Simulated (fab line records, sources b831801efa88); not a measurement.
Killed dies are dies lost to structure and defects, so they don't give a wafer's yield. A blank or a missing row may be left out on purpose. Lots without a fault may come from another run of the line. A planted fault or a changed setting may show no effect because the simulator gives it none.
Chamber matching | flow gf180mcu | GF_V1_ETCH_16 on rie_diel-01: 4 sister chambers
The step etches BARC in N2/H2. 4 wafers are shown with their chamber, then 7 later ones without.

WAFERS WITH THEIR CHAMBER
wafer  | chamber | drypump_motor_current_A (A)
L084.5 | 3       | 5.0
L088.6 | 0       | 5.6
L091.3 | 1       | 6.5
L091.5 | 2       | 5.5

WAFERS WITHOUT THEIR CHAMBER
wafer  | drypump_motor_current_A (A)
L091.6 | 6.5
L095.2 | 4.9
L095.4 | 5.5
L095.5 | 4.9
L094.2 | 5.6
L094.5 | 5.6
L094.6 | 4.9

WHICH CHAMBER EACH WENT THROUGH
wafer  | from the rows above     | in truth
L091.6 | 1                       | 1
L095.2 | 3                       | 3
L095.4 | can't be placed: 2 or 0 | 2
L095.5 | 3                       | 3
L094.2 | can't be placed: 0 or 2 | 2
L094.5 | can't be placed: 0 or 2 | 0
L094.6 | 3                       | 3
Placed correctly: 4 of 7. Can't be placed from these rows: 3 (the true chamber is among the candidates in 3). Placed wrongly: 0.
How it was worked out, from the rows above alone: a wafer's distance from a chamber is the root of the sum, over the readings, of the square of ((its reading less the chamber's mean) divided by the reading's scatter). The wafer belongs to the nearest chamber; if the next one is less than 2 further off, it can't be placed. A chamber's mean is the mean of its shown wafers. The scatter: with one shown wafer a chamber, the root of the mean of the squares of how far each hidden wafer lies from its nearest shown one.
